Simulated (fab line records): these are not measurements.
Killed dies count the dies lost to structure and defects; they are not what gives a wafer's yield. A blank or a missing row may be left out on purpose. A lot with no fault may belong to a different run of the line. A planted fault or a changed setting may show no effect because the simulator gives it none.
What tool caused it?    flow gf180mcu    72 wafers from 24 lots sampled at 6 of the route's 602 steps

WHAT THE GAUGES SHOWED, per wafer
GF_V4_BOW_MEAS_05. Usual: V4_BOW 141 um, standard deviation 8.5.
lot   measured      on             V4_BOW (um)  flag
L074  day 25 14:28  film-metro-02  146 143 150  
L075  day 26 01:56  film-metro-02  141 140 132  
L076  day 26 08:10  film-metro-02  141 141 145  
L077  day 26 16:38  film-metro-03  153 140 148  
L078  day 26 21:18  film-metro-02  134 139 141  
L079  day 27 08:21  film-metro-04  154 141 147  
L080  day 27 12:26  film-metro-04  141 148 138  
L081  day 27 19:23  film-metro-02  149 144 132  
L082  day 28 08:53  film-metro-04  149 153 137  
L083  day 28 12:42  film-metro-04  143 136 135  
L084  day 28 21:02  film-metro-04  153 142 155  
L085  day 29 04:33  film-metro-03  132 138 128  
L086  day 29 07:39  film-metro-02  139 137 141  
L087  day 29 14:33  film-metro-03  125 144 122  
L088  day 30 00:34  film-metro-03  141 154 154  
L089  day 30 03:34  film-metro-04  154 142 145  
L090  day 30 09:46  film-metro-04  155 159 159  
L091  day 30 19:15  film-metro-03  145 145 145  
L092  day 30 22:00  film-metro-03  140 125 143  
L093  day 31 04:37  film-metro-04  129 152 134  
L094  day 31 08:13  film-metro-03  132 140 144  
L095  day 31 16:11  film-metro-02  129 138 119  
L096  day 32 00:26  film-metro-02  130 130 134  
L097  day 32 04:07  film-metro-04  133 141 137  

GF_V4_OVL_MEAS_15. Usual: V4_OVL 4 nm, standard deviation 5.2.
lot   measured      on          V4_OVL (nm)  flag
L074  day 26 12:47  overlay-01  2 10 11      
L075  day 27 00:11  overlay-01  6 17 9       
L076  day 27 06:29  overlay-02  9 12 0       
L077  day 27 14:47  overlay-01  12 9 5       
L078  day 27 19:14  overlay-01  5 -2 -4      
L079  day 28 05:56  overlay-01  -1 0 5       
L080  day 28 09:50  overlay-01  4 -4 4       
L081  day 28 16:53  overlay-01  -3 5 -6      
L082  day 29 05:17  overlay-01  5 4 18       
L083  day 29 09:29  overlay-01  7 4 13       
L084  day 29 17:56  overlay-01  12 4 -5      
L085  day 30 01:44  overlay-01  -2 -2 -1     
L086  day 30 04:11  overlay-01  5 13 3       
L087  day 30 10:14  overlay-01  -6 2 -2      
L088  day 30 20:44  overlay-02  -3 6 -3      
L089  day 30 23:35  overlay-02  5 2 -1       
L090  day 31 05:36  overlay-01  6 3 1        
L091  day 31 14:20  overlay-01  2 -3 5       
L092  day 31 17:21  overlay-01  4 14 3       
L093  day 31 23:44  overlay-02  5 5 3        
L094  day 32 03:17  overlay-01  9 11 16      
L095  day 32 11:08  overlay-01  4 0 -1       
L096  day 32 18:38  overlay-01  -1 8 2       
L097  day 32 22:09  overlay-02  6 8 4        

GF_V5_THK_MEAS_03. Usual: V5_CVD_02_THK 1442 nm, standard deviation 17.
lot   measured      on             V5_CVD_02_THK (nm)  flag
L074  day 28 10:50  film-metro-01  1434 1461 1453      
L075  day 28 22:34  film-metro-02  1422 1467 1444      
L076  day 29 03:46  film-metro-01  1421 1456 1444      
L077  day 29 12:08  film-metro-03  1418 1406 1439      
L078  day 29 15:58  film-metro-01  1443 1481 1454      
L079  day 30 02:32  film-metro-03  1418 1420 1447      
L080  day 30 06:26  film-metro-02  1457 1443 1459      
L081  day 30 12:45  film-metro-02  1431 1448 1440      
L082  day 31 00:07  film-metro-02  1445 1474 1480      
L083  day 31 04:56  film-metro-01  1446 1441 1474      
L084  day 31 12:34  film-metro-03  1429 1449 1451      
L085  day 31 19:46  film-metro-01  1414 1435 1457      
L086  day 31 22:41  film-metro-01  1421 1453 1444      
L087  day 32 04:17  film-metro-01  1428 1427 1429      
L088  day 32 13:28  film-metro-03  1429 1443 1451      
L089  day 32 16:37  film-metro-01  1449 1457 1456      
L090  day 32 22:16  film-metro-02  1431 1444 1426      
L091  day 33 05:40  film-metro-01  1446 1452 1472      
L092  day 33 08:14  film-metro-03  1465 1470 1464      
L093  day 33 14:50  film-metro-03  1452 1476 1474      
L094  day 33 18:33  film-metro-03  1427 1427 1450      
L095  day 34 01:56  film-metro-01  1407 1431 1446      
L096  day 34 08:28  film-metro-01  1426 1447 1450      
L097  day 34 10:56  film-metro-02  1441 1450 1451      

GF_V5_CD_MEAS_14 targets a cd of 260 nm. Usual: 260.0 nm for cd-nm, sd 1.2.
lot   measured      on         cd-nm (nm)         flag
L074  day 29 08:14  cd-sem-01  260.1 259.3 258.8  
L075  day 29 19:56  cd-sem-01  260.3 260.9 259.1  
L076  day 30 00:58  cd-sem-02  261.0 261.0 260.0  
L077  day 30 08:34  cd-sem-01  258.9 258.4 260.8  
L078  day 30 11:41  cd-sem-01  260.3 260.5 260.8  
L079  day 30 21:52  cd-sem-02  259.7 259.6 260.6  
L080  day 31 02:41  cd-sem-01  261.9 261.4 261.3  
L081  day 31 08:44  cd-sem-02  259.6 260.5 258.3  
L082  day 31 19:53  cd-sem-01  260.4 259.5 259.3  
L083  day 31 23:58  cd-sem-02  259.5 259.2 260.1  
L084  day 32 07:34  cd-sem-02  260.6 259.9 261.2  
L085  day 32 14:37  cd-sem-02  261.8 262.8 261.3  
L086  day 32 16:53  cd-sem-01  261.5 261.4 260.5  
L087  day 32 23:08  cd-sem-01  261.7 261.3 261.0  
L088  day 33 08:15  cd-sem-02  261.7 261.2 262.6  
L089  day 33 10:59  cd-sem-01  258.9 258.5 258.9  
L090  day 33 16:10  cd-sem-02  258.9 258.8 260.8  
L091  day 33 23:41  cd-sem-01  260.5 261.4 260.8  
L092  day 34 00:55  cd-sem-02  260.5 259.0 260.7  
L093  day 34 08:40  cd-sem-01  259.3 259.3 260.0  
L094  day 34 11:19  cd-sem-01  260.2 259.1 258.7  
L095  day 34 18:46  cd-sem-01  259.5 260.1 260.0  
L096  day 35 00:44  cd-sem-02  259.0 258.4 258.1  
L097  day 35 04:04  cd-sem-02  258.1 258.2 258.8  

TOOL THAT RAN EACH LOT (tool first, then ch and the chambers of the sampled wafers, then the start)
lot   GF_MIM_METAL_ETCH_19               GF_V5_CVD_02
L074  rie-metal-04 ch 0,1, day 27 12:10  pecvd-04 ch 1,2, day 28 10:43
L075  rie-metal-03 ch 0,1, day 27 23:35  pecvd-02 ch 0,2, day 28 22:26
L076  rie-metal-03 ch 0,1, day 28 05:28  pecvd-04 ch 0,1,2, day 29 03:39
L077  rie-metal-03 ch 0, day 28 14:13    pecvd-01 ch 0,1, day 29 11:58
L078  rie-metal-02 ch 0,1, day 28 17:16  pecvd-02 ch 0,2, day 29 15:52
L079  rie-metal-03 ch 0,1, day 29 04:13  pecvd-02 ch 0,1,2, day 30 02:26
L080  rie-metal-03 ch 0,1, day 29 07:53  pecvd-04 ch 0,1,2, day 30 06:19
L081  rie-metal-03 ch 0,1, day 29 15:16  pecvd-02 ch 0,1, day 30 12:38
L082  rie-metal-03 ch 0,1, day 30 02:47  pecvd-02 ch 0,1,2, day 30 23:59
L083  rie-metal-02 ch 0,1, day 30 07:59  pecvd-02 ch 0,1, day 31 04:50
L084  rie-metal-03 ch 0,1, day 30 15:40  pecvd-02 ch 0,1, day 31 12:27
L085  rie-metal-04 ch 1, day 30 23:20    pecvd-01 ch 1,2, day 31 19:40
L086  rie-metal-02 ch 0,1, day 31 02:01  pecvd-04 ch 0,1,2, day 31 22:35
L087  rie-metal-04 ch 0,1, day 31 07:52  pecvd-02 ch 0,1,2, day 32 04:11
L088  rie-metal-03 ch 0,1, day 31 17:23  pecvd-01 ch 0,1,2, day 32 13:21
L089  rie-metal-04 ch 1, day 31 20:32    pecvd-01 ch 1,2, day 32 16:29
L090  rie-metal-03 ch 0,1, day 32 02:14  pecvd-01 ch 0,2, day 32 22:08
L091  rie-metal-03 ch 0,1, day 32 10:20  pecvd-02 ch 0,1,2, day 33 05:34
L092  rie-metal-03 ch 0,1, day 32 13:16  pecvd-04 ch 0,1,2, day 33 08:08
L093  rie-metal-04 ch 0,1, day 32 19:56  pecvd-02 ch 1,2, day 33 14:43
L094  rie-metal-02 ch 0,1, day 32 23:44  pecvd-01 ch 0,1,2, day 33 18:26
L095  rie-metal-02 ch 0,1, day 33 06:28  pecvd-01 ch 0,1,2, day 34 01:50
L096  rie-metal-03 ch 0, day 33 13:50    pecvd-04 ch 0,1, day 34 08:22
L097  rie-metal-03 ch 0,1, day 33 17:13  pecvd-04 ch 0,1,2, day 34 10:48
- GF_MIM_METAL_ETCH_19: etches the open film in Cl2/BCl3, stops on Si3N4, target depth 324.5 nm, time 54.1 s.
- GF_V5_CVD_02: deposits SiO2 from TEOS, target thk 1450 nm, time 163.28 s.

WHAT THE TOOLS THEMSELVES READ (means of the sampled wafers that have a number; where no wafer has one, the mark that the record gives instead)
GF_MIM_METAL_ETCH_19. Usual: drypump-motor-current-A 5.4 A, standard deviation 0.31; oes-product-au 0.939 a.u., standard deviation 0.0058; throttle-valve-pct 28.285 %, standard deviation 0.0098.
lot   tool          drypump-motor-current-A (A)  oes-product-au (a.u.)  throttle-valve-pct (%)  flag
L074  rie-metal-04  5.8                          0.940                  28.277                  
L075  rie-metal-03  5.3                          0.940                  28.289                  
L076  rie-metal-03  5.4                          0.935                  28.281                  
L077  rie-metal-03  5.5                          0.941                  28.285                  
L078  rie-metal-02  5.4                          0.941                  28.288                  
L079  rie-metal-03  5.4                          0.937                  28.277                  
L080  rie-metal-03  5.3                          0.939                  28.283                  
L081  rie-metal-03  5.4                          0.940                  28.293                  
L082  rie-metal-03  5.4                          0.936                  28.282                  
L083  rie-metal-02  5.4                          0.932                  28.296                  
L084  rie-metal-03  5.3                          0.939                  28.283                  
L085  rie-metal-04  5.0                          0.940                  28.276                  
L086  rie-metal-02  5.4                          0.939                  28.291                  
L087  rie-metal-04  5.8                          0.937                  28.281                  
L088  rie-metal-03  5.4                          0.932                  28.297                  
L089  rie-metal-04  5.0                          0.940                  28.283                  
L090  rie-metal-03  5.3                          0.934                  28.279                  
L091  rie-metal-03  5.3                          0.942                  28.288                  
L092  rie-metal-03  5.4                          0.946                  28.275                  
L093  rie-metal-04  5.8                          0.937                  28.283                  
L094  rie-metal-02  5.4                          0.945                  28.282                  
L095  rie-metal-02  5.5                          0.939                  28.274                  
L096  rie-metal-03  5.5                          0.941                  28.281                  
L097  rie-metal-03  5.4                          0.937                  28.277                  

GF_V5_CVD_02. Usual: 635 W for heater-power-w, sd 75.
lot   tool      heater-power-w (W)  flag
L074  pecvd-04  718                 
L075  pecvd-02  638                 
L076  pecvd-04  697                 
L077  pecvd-01  566                 
L078  pecvd-02  642                 
L079  pecvd-02  675                 
L080  pecvd-04  690                 
L081  pecvd-02  587                 
L082  pecvd-02  625                 
L083  pecvd-02  618                 
L084  pecvd-02  643                 
L085  pecvd-01  643                 
L086  pecvd-04  723                 
L087  pecvd-02  597                 
L088  pecvd-01  623                 
L089  pecvd-01  620                 
L090  pecvd-01  593                 
L091  pecvd-02  676                 
L092  pecvd-04  596                 
L093  pecvd-02  620                 
L094  pecvd-01  628                 
L095  pecvd-01  626                 
L096  pecvd-04  648                 
L097  pecvd-04  606                 

THE ANSWER, worked out from the rows above alone
Rule: take the mean of a lot's wafers that have a number; if it is more than 3 standard deviations from the usual mean, the lot is off. A lot without any number at a reading at which 4 lots or more have one is off too. Where the step has rows for the other lots, those lots are counted as sound. Order of review: gauges by route order, followed by the tools' own readings, for which a lot's mean as printed above is used. At the first step where some lot is off, the reading lying furthest off is the one used; lots without a number count as furthest.
Nothing can be told from this: no lot is off at any reading shown.

WHAT THE SIMULATOR PUT IN
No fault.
